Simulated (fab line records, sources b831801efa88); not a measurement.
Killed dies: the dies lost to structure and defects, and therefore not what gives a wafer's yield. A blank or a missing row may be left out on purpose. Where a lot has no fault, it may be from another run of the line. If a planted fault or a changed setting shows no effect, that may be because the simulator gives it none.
Matching of chambers ; flow gf180mcu ; GF_V3_CMP_26 on cmp-01 has 4 sister chambers
The step polishes, stops on SiO2, t overpolish 15 s, target thk 0 nm. 22 wafers are shown with their chamber, then 11 later ones without.

EACH WAFER AND ITS CHAMBER
wafer;chamber;time-to-endpoint-s (s);overpolish-run-s (s);motor-current-A (A)
L081.1;1;77;14.984;11.0
L081.2;0;83;15.009;11.5
L081.6;1;77;14.988;10.5
L082.1;3;85;15.007;11.1
L082.2;1;75;14.997;10.8
L082.3;0;84;14.995;10.7
L082.4;2;80;15.005;10.4
L082.5;1;75;15.006;11.1
L082.6;0;87;15.005;10.8
L083.3;2;83;15.012;10.5
L083.4;3;88;15.007;10.6
L083.6;2;84;14.990;10.3
L086.2;1;75;15.004;10.8
L086.3;0;83;15.008;9.9
L086.5;0;86;15.008;11.0
L087.2;1;75;14.990;10.2
L087.5;1;73;14.997;10.0
L087.6;0;80;15.005;11.0
L088.2;0;83;15.013;10.7
L088.3;2;77;14.994;10.3
L088.5;3;82;15.001;10.4
L092.3;3;79;14.995;10.9

SIGNATURES (means of the wafers above)
reading;chamber 0;chamber 1;chamber 2;chamber 3;scatter within a chamber
time-to-endpoint-s;83.71;75.29;81.00;83.50;2.56
overpolish-run-s;15.00614;14.99514;15.00025;15.00250;0.00744
motor-current-A;10.800;10.629;10.375;10.750;0.39
Rule: a wafer lies at a distance from a chamber equal to the root of the sum of squares, over the readings, of (its reading less the chamber's mean, divided by the reading's scatter). The wafer belongs to the nearest chamber; if the next one is less than 2 further off, it can't be placed. The scatter is the square root of a quotient: the sum, over the shown wafers, of each reading's squared deviation from its chamber's mean, divided by wafers minus chambers.

WAFERS MISSING THEIR CHAMBER
wafer;time-to-endpoint-s (s);overpolish-run-s (s);motor-current-A (A)
L092.4;74;15.001;10.5
L092.6;79;14.994;11.0
L093.3;74;14.992;10.4
L093.4;84;15.008;10.9
L093.5;76;14.997;10.8
L095.1;80;14.996;10.5
L095.3;85;14.988;10.3
L095.6;83;15.011;10.0
L096.2;81;14.997;10.3
L096.3;78;14.995;11.0
L096.5;85;14.979;10.9

WHICH CHAMBER EACH ONE RAN IN
wafer;from the rows above;in truth
L092.4;can't be placed: 1 or 2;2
L092.6;can't be placed: 1 or 2 or 3 or 0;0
L093.3;1;1
L093.4;can't be placed: 0 or 3 or 2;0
L093.5;can't be placed: 1 or 2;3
L095.1;can't be placed: 2 or 3 or 1 or 0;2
L095.3;can't be placed: 2 or 3 or 0 or 1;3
L095.6;can't be placed: 2 or 0 or 3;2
L096.2;can't be placed: 2 or 3 or 0 or 1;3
L096.3;can't be placed: 1 or 2 or 3 or 0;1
L096.5;can't be placed: 3 or 2 or 0 or 1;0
Correctly placed: 1 of 11. Cannot be placed on the basis of these rows: 10; the candidates contain the true chamber in 9. Wrongly placed: 0.
